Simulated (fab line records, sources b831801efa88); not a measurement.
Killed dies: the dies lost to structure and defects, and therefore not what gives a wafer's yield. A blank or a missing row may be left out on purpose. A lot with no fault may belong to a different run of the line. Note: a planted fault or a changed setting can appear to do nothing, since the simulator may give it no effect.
Which of the tools did it?	flow gf180mcu	36 wafers from 12 lots sampled at 6 of the route's 602 steps

== WHAT THE GAUGES READ, wafer by wafer ==
GF_VT_IMPLANT_RS_MEAS_49: measures by four-point-probe. Usual: for MVPSD_RS the level is 1168 ohm/sq and the standard deviation is 3.1.
lot	measured	on	MVPSD_RS (ohm/sq)	flag
L910	day 7 12:22	filmMetro-01	1165 1166 1165	
L911	day 7 22:30	filmMetro-02	1166 1170 1167	
L913	day 8 09:43	filmMetro-01	1169 1168 1165	
L914	day 8 14:33	filmMetro-01	1165 1168 1162	
L917	day 9 13:50	filmMetro-01	1165 1165 1168	
L918	day 9 19:39	filmMetro-02	1171 1173 1168	
L920	day 10 10:55	filmMetro-03	1167 1168 1166	
L921	day 10 16:33	filmMetro-02	1105 1105 1107 1104 1104 1106	OFF
L922	day 10 20:49	filmMetro-02	1099 1104 1102 1102 1102 1102	OFF
L926	day 11 22:42	filmMetro-02	1166 1170 1170	
L931	day 13 12:33	filmMetro-02	1166 1169 1168	
L932	day 13 21:29	filmMetro-03	1170 1167 1165	

GF_PASSIVATION_BOW_MEAS_14. Usual: for PASSIVATION_BOW the level is 132 um and the standard deviation is 11.
lot	measured	on	PASSIVATION_BOW (um)	flag
L910	day 28 20:46	filmMetro-02	137 145 157	
L911	day 29 08:41	filmMetro-02	126 122 117	
L913	day 29 22:08	filmMetro-01	115 117 118	
L914	day 30 03:34	filmMetro-01	128 117 132	
L917	day 31 03:34	filmMetro-01	136 126 122	
L918	day 31 11:37	filmMetro-03	116 133 131	
L920	day 31 23:15	filmMetro-01	144 139 148	
L921	day 32 05:29	filmMetro-03	134 132 133	
L922	day 32 11:26	filmMetro-03	140 143 145	
L926	day 33 08:56	filmMetro-01	129 147 129	
L931	day 34 14:58	filmMetro-03	111 123 117	
L932	day 34 18:43	filmMetro-03	145 138 146	

== WHICH TOOL RAN EACH LOT (tool, then ch and the chambers of the sampled wafers, then the start) ==
lot	GF_MVPSD_IMPLANT_09	GF_VT_IMPLANT_WET_ETCH_50	GF_V1_ETCH_16	GF_V3_CVD_23
L910	implanter-02 ch 0, day 5 00:29	wetBench-04 ch 3, day 7 12:29	rieDiel-01 ch 0,1, day 18 00:11	cvdW-02 ch 0,1, day 22 06:47
L911	implanter-04 ch 0, day 5 08:26	wetBench-04 ch 3, day 7 22:37	rieDiel-01 ch 0,1,3, day 18 12:54	cvdW-01 ch 0,1, day 22 19:57
L913	implanter-03 ch 0, day 5 17:40	wetBench-02 ch 3, day 8 09:49	rieDiel-01 ch 0,2, day 19 05:57	cvdW-02 ch 0,1, day 23 11:35
L914	implanter-04 ch 0, day 5 21:59	wetBench-04 ch 0, day 8 14:40	rieDiel-03 ch 1,2,3, day 19 15:39	cvdW-01 ch 1, day 23 20:28
L917	implanter-02 ch 0, day 6 18:56	wetBench-04 ch 2, day 9 13:55	rieDiel-01 ch 2,3, day 20 23:30	cvdW-01 ch 0,1, day 25 00:14
L918	implanter-03 ch 0, day 7 00:38	wetBench-04 ch 2, day 9 19:46	rieDiel-03 ch 1,2,3, day 21 07:15	cvdW-02 ch 0,1, day 25 08:37
L920	implanter-03 ch 0, day 7 14:52	wetBench-03 ch 1, day 10 11:01	rieDiel-02 ch 0,3, day 22 01:06	cvdW-02 ch 0,1, day 26 00:53
L921	implanter-03 ch 0, day 7 18:34	wetBench-03 ch 0, day 10 18:17	rieDiel-01 ch 1,2,3, day 22 08:54	cvdW-02 ch 0,1, day 26 08:14
L922	implanter-03 ch 0, day 7 23:48	wetBench-04 ch 2, day 10 22:33	rieDiel-01 ch 0,1,3, day 22 15:27	cvdW-02 ch 0,1, day 26 13:58
L926	implanter-02 ch 0, day 8 22:20	wetBench-02 ch 2, day 11 22:49	rieDiel-02 ch 0,1,2, day 23 22:56	cvdW-02 ch 0,1, day 27 17:47
L931	implanter-04 ch 0, day 10 06:59	wetBench-04 ch 3, day 13 12:40	rieDiel-02 ch 2,3, day 25 16:33	cvdW-01 ch 0,1, day 29 06:18
L932	implanter-02 ch 0, day 10 14:16	wetBench-02 ch 2, day 13 21:37	rieDiel-01 ch 1,2, day 25 22:50	cvdW-01 ch 0,1, day 29 12:37
- GF_MVPSD_IMPLANT_09
- GF_VT_IMPLANT_WET_ETCH_50: etches SiO2 in dHF, target depth 20 nm, time 400 s.
- GF_V1_ETCH_16: etches BARC in N2/H2.
- GF_V3_CVD_23: deposits W, target thk 350 nm, time 104.9 s.

== AS READ BY THE TOOLS THEMSELVES (means over the sampled wafers that have a number; for cases with no such wafer, the mark the record gives instead) ==
GF_MVPSD_IMPLANT_09. Usual: beamEnergyKeV 40.000, standard deviation 0.013; doseIonsCm2 5e+12, standard deviation 5.2e+09; faradayCurrentUA 28.2, standard deviation 0.58.
lot	tool	beamEnergyKeV	doseIonsCm2	faradayCurrentUA	flag
L910	implanter-02	40.001	5e+12	28.2	
L911	implanter-04	40.012	5e+12	28.1	
L913	implanter-03	40.008	5e+12	28.5	
L914	implanter-04	40.000	5e+12	28.0	
L917	implanter-02	39.996	5e+12	28.5	
L918	implanter-03	40.009	5e+12	28.3	
L920	implanter-03	39.989	5e+12	27.9	
L921	implanter-03	40.000	7e+12	38.1	OFF
L922	implanter-03	39.996	7e+12	38.0	OFF
L926	implanter-02	40.027	5e+12	28.1	
L931	implanter-04	39.989	5e+12	28.1	
L932	implanter-02	40.006	5e+12	28.0	

GF_V1_ETCH_16. Usual: drypumpMotorCurrentA 5.6 A, standard deviation 0.35; oesProductAu 0.855 a.u., standard deviation 0.0048; throttleValvePct 13.225 %, standard deviation 0.0084.
lot	tool	drypumpMotorCurrentA (A)	oesProductAu (a.u.)	throttleValvePct (%)	flag
L910	rieDiel-01	5.6	0.851	13.222	
L911	rieDiel-01	5.7	0.854	13.224	
L913	rieDiel-01	5.8	0.858	13.228	
L914	rieDiel-03	5.6	0.855	13.223	
L917	rieDiel-01	5.8	0.857	13.224	
L918	rieDiel-03	5.6	0.857	13.220	
L920	rieDiel-02	5.5	0.855	13.227	
L921	rieDiel-01	5.9	0.857	13.216	
L922	rieDiel-01	5.7	0.851	13.231	
L926	rieDiel-02	5.5	0.861	13.220	
L931	rieDiel-02	5.9	0.860	13.224	
L932	rieDiel-01	5.9	0.855	13.222	

GF_V3_CVD_23. Usual: heaterPowerW reads 889 W (standard deviation 68).
lot	tool	heaterPowerW (W)	flag
L910	cvdW-02	954	
L911	cvdW-01	844	
L913	cvdW-02	892	
L914	cvdW-01	842	
L917	cvdW-01	842	
L918	cvdW-02	906	
L920	cvdW-02	962	
L921	cvdW-02	911	
L922	cvdW-02	908	
L926	cvdW-02	940	
L931	cvdW-01	857	
L932	cvdW-01	828	

== THE ANSWER, worked out from the rows above alone ==
Rule: a lot is off if the mean of its wafers that have a number lies more than 3 standard deviations from the usual mean. Also off: a lot with no number at a reading for which 4 or more lots have one. Where the step has rows for the other lots, those lots are counted as sound. Order of review: gauges by route order, followed by the tools' own readings, for which a lot's mean as printed above is used. At the first step where some lot is off, the reading lying furthest off is the one used; lots without a number count as furthest.
Off: L921, L922, seen at GF_VT_IMPLANT_RS_MEAS_49 (MVPSD_RS).
If a tool, at a process step before that reading, ran all the lots that are off and no sound lot after the first of them, it fits. Not tried: the gauges at GF_VT_IMPLANT_RS_MEAS_49; whatever is off there is also off at GF_MVPSD_IMPLANT_09, on other tools, and gauge error can't account for it. One fits: GF_MVPSD_IMPLANT_09 on implanter-03. A fault onset in the window from L920 (day 7 14:52, its last sound lot) to L921 (day 7 18:34, its first lot off) fits.
The tool's own readings at GF_MVPSD_IMPLANT_09 bear it out: on the lots that are off they differ by more than 5 times the standard deviation of the sound lots' means. doseIonsCm2 reads 7e+12 there against 5e+12 on the sound lots; faradayCurrentUA reads 38.0 there against 28.2 on the sound lots.

== WHAT HAD BEEN PUT IN BY THE SIMULATOR ==
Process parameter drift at GF_MVPSD_IMPLANT_09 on implanter-03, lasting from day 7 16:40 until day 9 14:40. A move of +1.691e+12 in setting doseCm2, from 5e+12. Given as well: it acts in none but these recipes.
Shown lots that were struck: L921, L922. The rule given above showed the same thing.
